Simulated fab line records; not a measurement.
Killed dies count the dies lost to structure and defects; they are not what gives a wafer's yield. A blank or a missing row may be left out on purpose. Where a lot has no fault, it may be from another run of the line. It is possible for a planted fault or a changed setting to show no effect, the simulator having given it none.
A lot that was struck, set against a sound lot ; flow sky130 ; 44 steps out of a route of 708
Sound: wafers L164.1, L164.4, L164.5. Struck: wafers L175.4, L175.5, L175.6. The cause comes at the end.
Per side, at each step with rows, come the tool, then ch with its chambers, and then its first start. Under that, the readings that differ: sound wafers ; struck wafers ; difference of the means ; sigmas: that difference in standard deviations of wafers without a fault.
alike: readings whose means differ by less than 2 such deviations, and words and numbers that are the same on both sides. not compared: withheld readings, readings that some wafer has no value for, bounds like >300 that may hide the same value, and numbers for which the record gives no deviation and whose values overlap.
Wherever a step has rows on one side only, a row that says differs or no value, or a row with sigmas, the two part there. Non-overlapping numbers with no deviation appear without sigmas and do not part them. A reading that every wafer of one side lacks parts them only if that side has two wafers or more.

first, 5 steps without rows for these wafers: SKY_FIELD_ISO_WET_ETCH_18 (etches Si3N4 in H3PO4, target depth 25 nm, time 286 s); SKY_FIELD_ISO_CLEAN_19 (cleans in SC1/SC2, time 150 s); SKY_FIELD_ISO_CLEAN_20 (cleans in dHF, time 20 s); SKY_FIELD_ISO_WET_ETCH_21 (etches SiO2 in dHF, target depth 20 nm, time 400 s); SKY_FIELD_ISO_OXIDATION_22 (stabilise 600 s, purge 300 s, target thk 10 nm).
SKY_FIELD_ISO_THK_MEAS_23:
  struck on film_metro-04, day 5 22:58; sound on film_metro-03, day 3 16:00
  alike: FIELD_ISO_OXIDATION_01_THK
then, 1 step without rows for these wafers: SKY_FIELD_ISO_CVD_24 (deposits SiO2, target thk 595 nm, time 99.2 s).
SKY_FIELD_ISO_THK_MEAS_25:
  struck on film_metro-04, day 5 23:06; sound on film_metro-04, day 3 16:08
  alike: FIELD_ISO_CVD_24_THK
then, 1 step without rows for these wafers: SKY_FIELD_ISO_ANNEAL_26 (time 1800 s).
SKY_FIELD_ISO_CMP_27: polishes, stops on Si3N4, t overpolish 16 s, target thk 457.8 nm.
  sound on cmp-01 ch 1,2,3, day 3 17:41; struck on cmp-01 ch 2,3, day 6 00:41
  alike: head_pressure_psi, motor_current_A, overpolish_run_s, slurry_filter_dp_kPa, time_to_endpoint_s
then, 2 steps without rows for these wafers: SKY_FIELD_ISO_WET_ETCH_28 (etches SiO2 in dHF, target depth 23.7 nm, time 47 s); SKY_FIELD_ISO_WET_ETCH_29 (etches Si3N4 in H3PO4, target depth 160 nm, time 1825 s).
SKY_FIELD_ISO_WET_ETCH_30: etches SiO2 in dHF, target depth 25 nm, time 50 s.
  sound on wet_bench-03 ch 1, day 3 18:34; struck on wet_bench-01 ch 0, day 6 01:28
reading;sound;struck;difference;sigmas
run_length_s (s);76.6 76.6 76.6;56.0 56.0 56.0;-20.6;-7
model.SiO2_of_FIELD_ISO_CVD_24.thk_nm (nm);402.3 405.2 406;414.4 416.4 415.6;+11.0;
then, 2 steps without rows for these wafers: SKY_NWELL_CLEAN_00 (cleans in SC1/SC2, time 150 s); SKY_NWELL_OXIDATION_01 (stabilise 600 s, purge 300 s, target thk 10 nm).
SKY_NWELL_THK_MEAS_02:
  struck on film_metro-04, day 6 03:22; sound on film_metro-02, day 3 20:02
  alike: NWELL_OXIDATION_THK
then, 8 steps without rows for these wafers: SKY_DNWELL_DEHYDRATE_00 (time 60 s); SKY_DNWELL_HMDS_01 (prime time 60 s); SKY_DNWELL_COAT_02 (resist thk 3000 nm); SKY_DNWELL_SOFTBAKE_03; SKY_DNWELL_EXPOSE_04 (exposes mask DNM, target cd 3000 nm); SKY_DNWELL_PEB_05; SKY_DNWELL_DEVELOP_06 (develop time 60 s); SKY_DNWELL_IMPLANT_07.
SKY_DNWELL_STRIP_08: strips in O2/N2.
  sound on plasma_asher-04 ch 0,1, day 4 12:16; struck on plasma_asher-04 ch 0,1, day 7 00:22
  alike: drypump_motor_current_A, oes_product_au, strip_time_to_endpoint_s
  not compared: rf_hours_counter_h
SKY_DNWELL_TW_MEAS_09:
  struck on film_metro-03, day 7 00:28; sound on film_metro-02, day 4 12:22
  alike: DNWELL_TW
then, 7 steps without rows for these wafers: SKY_PWDE_DEHYDRATE_00 (time 60 s); SKY_PWDE_HMDS_01 (prime time 60 s); SKY_PWDE_COAT_02 (resist thk 3000 nm); SKY_PWDE_SOFTBAKE_03; SKY_PWDE_EXPOSE_04 (exposes mask PWDEM, target cd 840 nm); SKY_PWDE_PEB_05; SKY_PWDE_DEVELOP_06 (develop time 60 s).
SKY_PWDE_OVL_MEAS_07:
  struck on overlay-02, day 7 20:08; sound on overlay-01, day 5 05:55
  alike: PWDE_OVL
next, for these wafers, 1 step has no rows: SKY_PWDE_IMPLANT_08.
SKY_PWDE_STRIP_09: strips in O2/N2.
  sound on plasma_asher-02 ch 0,1, day 5 06:05; struck on plasma_asher-03 ch 0,1, day 7 20:20
  alike: drypump_motor_current_A, oes_product_au, strip_time_to_endpoint_s
  not compared: rf_hours_counter_h
SKY_PWDE_TW_MEAS_10:
  struck on film_metro-02, day 7 20:26; sound on film_metro-02, day 5 06:11
  alike: PWDE_TW
then, 5 steps without rows for these wafers: SKY_NWELL_DEHYDRATE_03 (time 60 s); SKY_NWELL_HMDS_04 (prime time 60 s); SKY_NWELL_COAT_05 (resist thk 3000 nm); SKY_NWELL_SOFTBAKE_06; SKY_NWELL_EXPOSE_07 (exposes mask NWM, target cd 840 nm).
-- the record jumps here: 26 days lie between the struck wafers' starts before and after (it left off in module NWELL and takes up again in module SALICIDE, whose first step shown is number 361 of the route) --
SKY_SALICIDE_CLEAN_00: cleans in HF-last, time 30 s.
  sound on wet_bench-02 ch 1, day 30 02:15; struck on wet_bench-02 ch 0, day 33 17:57
reading;sound;struck;difference;sigmas
model.SiO2_of_FIELD_ISO_CVD_24.thk_nm (nm);355.7 358.9 359.3;367.7 370 368.9;+10.9;
-- the record jumps here: 16 days lie between the struck wafers' starts before and after (it left off in module SALICIDE and takes up again in module PAD_OPEN, whose first step shown is number 708 of the route) --
SKY_PAD_OPEN_PROBE_99:
  struck on prober-02, day 49 21:59; sound on prober-02, day 47 07:25
  alike: killed_at_M0_to_M3, killed_at_M4_up, killed_at_contacts, killed_at_front_end, killed_at_other, killed_dies, killed_on_rim, killed_open, killed_short
  not compared: model.etest.cap_li_to_poly.c_af_um2, model.etest.sram_nfet_pass.off_log10_a_um, model.etest.sram_nfet_pass.vt_sat_v, model.etest.sram_nfet_pass.vt_v

== WHERE THEY PART ==
SKY_FIELD_ISO_WET_ETCH_30 only, going by this record. Later steps at which nothing parts them and some readings are alike: SKY_NWELL_THK_MEAS_02, SKY_DNWELL_STRIP_08, SKY_DNWELL_TW_MEAS_09, SKY_PWDE_OVL_MEAS_07, SKY_PWDE_STRIP_09, SKY_PWDE_TW_MEAS_10, SKY_PAD_OPEN_PROBE_99.

WHY: what had been put in by the simulator
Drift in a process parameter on wet_bench-01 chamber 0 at SKY_FIELD_ISO_WET_ETCH_30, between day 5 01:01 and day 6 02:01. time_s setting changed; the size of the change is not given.
